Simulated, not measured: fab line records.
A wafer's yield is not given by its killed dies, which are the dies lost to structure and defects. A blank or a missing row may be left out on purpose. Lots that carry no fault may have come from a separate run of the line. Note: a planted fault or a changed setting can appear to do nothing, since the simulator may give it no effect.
Code-filled problem report in 8D (eight disciplines) form    flow sky130    the parts of the form that need people (team, actions taken, sign-off) are left out

== 1. THE PROBLEM ==
Wafers without a fault read 1.002 a.u., standard deviation 0.0094; oes-product-au at SKY_FIELD_ISO_ETCH_17 reads a mean of 0.816 a.u. on 6 wafers belonging to 2 lots. Measured from the usual mean, that is -20 standard deviations.
The step: etches Si in HBr/Cl2/O2, target depth 342 nm, time 97.7 s.
Seen first at day 5 20:10 on rie-si-01, wafer L735.3. The record holds 42 wafers of 14 lots with a number at this step. Rule for "out", or "out of limits": more than 4 standard deviations from the usual mean. The other wafers with a number count as sound.

== 2. WHAT IT IS, WHAT IT ISN'T ==
question                     is                                  is not
which readings at this step  oes-product-au, throttle-valve-pct  drypump-motor-current-A, he-backside-leak-sccm
which lots                   L735, L736                          L719, L720, L722, L723, L724, L725, L726, L727, L728, L729, L731, L732
which wafers of those lots   all that have a number              -
read on which tools          rie-si-01                           rie-si-02
when                         from day 5 20:10                    up to then (36 sound wafers)

== 3. THE SUSPECTS, EACH WITH WHAT RULES IT OUT ==
Counting: a tool stays on the suspect list if, at a process step up to the reading, it processed all lots that are out and no sound lot following the first of them.
- rie-si-01 at SKY_FIELD_ISO_ETCH_17 (etches Si in HBr/Cl2/O2, target depth 342 nm, time 97.7 s): kept. It ran every lot that is out, first L735 (day 5 20:10), and no sound lot after that; its last sound lot up to then is L731 (day 4 21:13). On those wafers its own readings are out: oes-product-au, throttle-valve-pct.
Left after counting: rie-si-01 at SKY_FIELD_ISO_ETCH_17.

== 4. THE CAUSE (what the simulator had put in) ==
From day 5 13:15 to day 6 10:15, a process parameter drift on rie-si-01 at SKY_FIELD_ISO_ETCH_17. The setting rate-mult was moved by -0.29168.
This tool alone remained once counting was done.

== 5. SEQUENCE OF EFFECTS, ordered by route ==
One row per reading whose mean, taken over the struck wafers that have a number, lies over 3 standard deviations from the usual. Only readings for which the record gives a usual standard deviation are gone through. hours: the time from each lot's start at the first step in this table that gives one to its start at this step, as a median over the lots. sigmas: the change in usual standard deviations.
hours  step                   reading             usual       on struck wafers  change  sigmas
0      SKY_FIELD_ISO_ETCH_17  oes-product-au      1.002 a.u.  0.816             -0.186  -20
0      SKY_FIELD_ISO_ETCH_17  throttle-valve-pct  25.655 %    25.779            +0.124  +12
Process steps it contains:
- SKY_FIELD_ISO_ETCH_17: etches Si in HBr/Cl2/O2, target depth 342 nm, time 97.7 s.
Later steps that measure or inspect, where all struck wafers having a row at the step show a number for every such reading and not one has moved that far: SKY_VT_ADJUST_LVTN_OVL_MEAS_07, SKY_LDD_N_OVL_MEAS_07, SKY_LDD_LDN_TW_MEAS_13.

== 6. WHAT WOULD HAVE CAUGHT IT SOONER ==
In this record the first reading out of limits was taken at day 5 20:10, 7 hours after the fault began at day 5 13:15.
